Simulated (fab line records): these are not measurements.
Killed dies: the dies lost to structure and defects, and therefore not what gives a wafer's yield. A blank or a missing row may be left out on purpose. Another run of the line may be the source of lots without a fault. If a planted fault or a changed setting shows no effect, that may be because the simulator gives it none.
A lot that was struck, set against a sound lot :: flow sky130 :: 15 out of 708 route steps
Sound: the wafers L541.2, L541.5, L541.6. Wafers L551.1, L551.3, L551.6 were the ones struck. The cause comes at the end.
For every step that has rows: the tool of each side, followed by ch and its chambers, followed by its first start. Under that, the readings that differ: sound wafers :: struck wafers :: difference of the means :: sigmas: that difference in standard deviations of wafers without a fault.
alike: readings with means less than 2 such deviations apart, plus words and numbers identical on both sides. not compared: withheld readings, readings lacking a value on some wafer, bounds such as >300 that could conceal the same value, and numbers that have no deviation in the record and whose values overlap.
The two part at a step that has a row with sigmas, a row that says differs or no value, or rows on one side only. Numbers that have no deviation but don't overlap get no sigmas and don't part them. Lack of a reading on every wafer of one side parts them only where that side has two or more wafers.

first, 3 steps without rows for these wafers: SKY_METAL2_EXPOSE_12 (exposes mask MM2, target cd 140 nm); SKY_METAL2_PEB_13; SKY_METAL2_DEVELOP_14 (develop time 60 s).
SKY_METAL2_CD_MEAS_15 targets a cd of 140 nm.
  sound on cdSem-02, day 36 21:53; struck on cdSem-01, day 40 04:25
  alike: cdNm
SKY_METAL2_OVL_MEAS_16:
  sound on overlay-01, day 36 22:00; struck on overlay-01, day 40 04:32
  alike: METAL2_OVL
SKY_METAL2_DESCUM_17: chemistry O2, time 8 s.
  sound on rieMetal-02 ch 0,1, day 36 22:02; struck on rieMetal-04 ch 0,1, day 40 04:35
reading: oesProductAu (a.u.)
sound: 1.011 0.980 1.002
struck: 1.024 1.036 1.043
difference: +0.037
sigmas: +2
  alike: drypumpMotorCurrentA
  not compared: rfHoursCounterH
SKY_METAL2_ETCH_18: etches BARC in N2/H2, stops on SiO2, time 45.9 s, target depth 60 nm.
  sound on rieMetal-02 ch 0,1, day 36 22:04; struck on rieMetal-04 ch 0,1, day 40 04:37
  alike: drypumpMotorCurrentA, n2FlowSccm, oesProductAu, throttleValvePct
  not compared: rfHoursCounterH
SKY_METAL2_METAL_ETCH_19: etches the open film in Cl2/BCl3, stops on SiO2, target depth 360 nm, time 78 s.
  sound on rieMetal-02 ch 0,1, day 36 22:07; struck on rieMetal-04 ch 0,1, day 40 04:40
  alike: bcl3FlowSccm, drypumpMotorCurrentA, oesProductAu, throttleValvePct
  not compared: rfHoursCounterH
SKY_METAL2_STRIP_20: strips in O2/N2.
  sound on plasmaAsher-03 ch 0,1, day 36 22:13; struck on plasmaAsher-03 ch 0,1, day 40 04:46
reading: stripTimeToEndpointS (s)
sound: 2.73 2.79 2.70
struck: 2.61 2.58 2.53
difference: -0.17
sigmas: -2
  alike: drypumpMotorCurrentA, n2FlowSccm, oesProductAu
  not compared: rfHoursCounterH
then, 3 steps without rows for these wafers: SKY_METAL2_STRIP_21 (strips in post etch residue remover, time 1200 s); SKY_METAL2_CLEAN_22 (cleans in IPA, time 180 s); SKY_METAL2_CLEAN_23 (cleans in O3/DIW).
SKY_VIA2_HDPCVD_00: deposits SiO2, target thk 1180 nm, time 196.7 s.
  sound on hdpcvd-02 ch 0,1,2, day 36 22:50; struck on hdpcvd-02 ch 1,2, day 40 05:22
reading: model.SiO2_of_VIA2_HDPCVD_00.thkNm (nm)
sound: 1174 1169 1172
struck: 588.3 573.9 578.8
difference: -591.3
sigmas: 
SKY_VIA2_THK_MEAS_01:
  sound on filmMetro-03, day 36 22:59; struck on filmMetro-04, day 40 05:43
reading: VIA2_HDPCVD_THK (nm)
sound: 1175 1169 1171
struck: 588 574 579
difference: -591
sigmas: -45
  not compared: hold
then, 1 step without rows for these wafers: SKY_PAD_OPEN_PROBE_99.

## WHERE THEY PART
Last at SKY_VIA2_THK_MEAS_01 as far as this record goes, first at SKY_METAL2_DESCUM_17.

WHY: whatever the simulator had introduced
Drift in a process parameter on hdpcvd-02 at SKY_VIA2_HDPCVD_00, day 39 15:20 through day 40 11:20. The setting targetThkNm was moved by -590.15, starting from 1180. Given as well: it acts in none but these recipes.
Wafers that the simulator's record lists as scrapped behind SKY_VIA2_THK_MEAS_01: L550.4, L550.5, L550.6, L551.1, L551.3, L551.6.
